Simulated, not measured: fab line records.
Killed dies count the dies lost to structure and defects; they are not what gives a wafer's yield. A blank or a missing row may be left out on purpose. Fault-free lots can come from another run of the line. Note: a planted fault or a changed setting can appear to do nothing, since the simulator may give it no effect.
Chamber matching | flow sky130 | 4 sister chambers for SKY_FIELD_ISO_CMP_27 on cmp-01
The step polishes, stops on Si3N4, t overpolish 16 s, target thk 457.8 nm. 8 wafers are shown with their chamber, then 12 later ones without.

## WAFERS WITH THEIR CHAMBER
wafer  | chamber | motor_current_A (A) | time_to_endpoint_s (s)
L087.6 | 1       | 13.0                | 111
L088.3 | 1       | 12.5                | 108
L090.3 | 2       | 11.0                | 104
L092.2 | 0       | 10.3                | 114
L092.3 | 2       | 10.4                | 110
L093.1 | 3       | 10.5                | 104
L093.2 | 0       | 10.6                | 110
L093.5 | 3       | 11.2                | 106

## WAFERS WITHOUT THEIR CHAMBER
wafer  | motor_current_A (A) | time_to_endpoint_s (s)
L094.1 | 10.6                | 109
L094.3 | 12.9                | 106
L094.5 | 10.3                | 109
L095.3 | 11.0                | 107
L095.4 | 11.1                | 105
L095.6 | 13.7                | 111
L096.2 | 10.5                | 108
L096.3 | 10.7                | 105
L096.5 | 11.2                | 105
L097.4 | 10.6                | 110
L097.5 | 11.3                | 111
L097.6 | 10.1                | 117

## CHAMBER TAKEN BY EACH
wafer  | from the rows above               | in truth
L094.1 | can't be placed: 2 or 0 or 3      | 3
L094.3 | 1                                 | 1
L094.5 | can't be placed: 0 or 2 or 3      | 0
L095.3 | can't be placed: 2 or 3 or 0      | 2
L095.4 | can't be placed: 3 or 2           | 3
L095.6 | 1                                 | 1
L096.2 | can't be placed: 2 or 3 or 0      | 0
L096.3 | can't be placed: 3 or 2           | 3
L096.5 | can't be placed: 3 or 2           | 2
L097.4 | can't be placed: 0 or 2 or 3      | 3
L097.5 | can't be placed: 2 or 0 or 3 or 1 | 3
L097.6 | can't be placed: 0 or 2           | 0
Correctly placed: 2 of 12. Not placeable from these rows: 10 (in 10, the candidates include the true chamber). Placed wrongly: 0.
How it was worked out, from the rows above alone: a wafer's distance from a chamber is the root of the sum, over the readings, of the square of ((its reading less the chamber's mean) divided by the reading's scatter). If the next closest chamber is less than 2 further off than the closest, the wafer can't be placed; otherwise it belongs to the closest. The mean given for a chamber averages the wafers shown for that chamber. The scatter: the root of (the sum of the squares of (reading less its chamber's mean) over the shown wafers, divided by (wafers less chambers)).
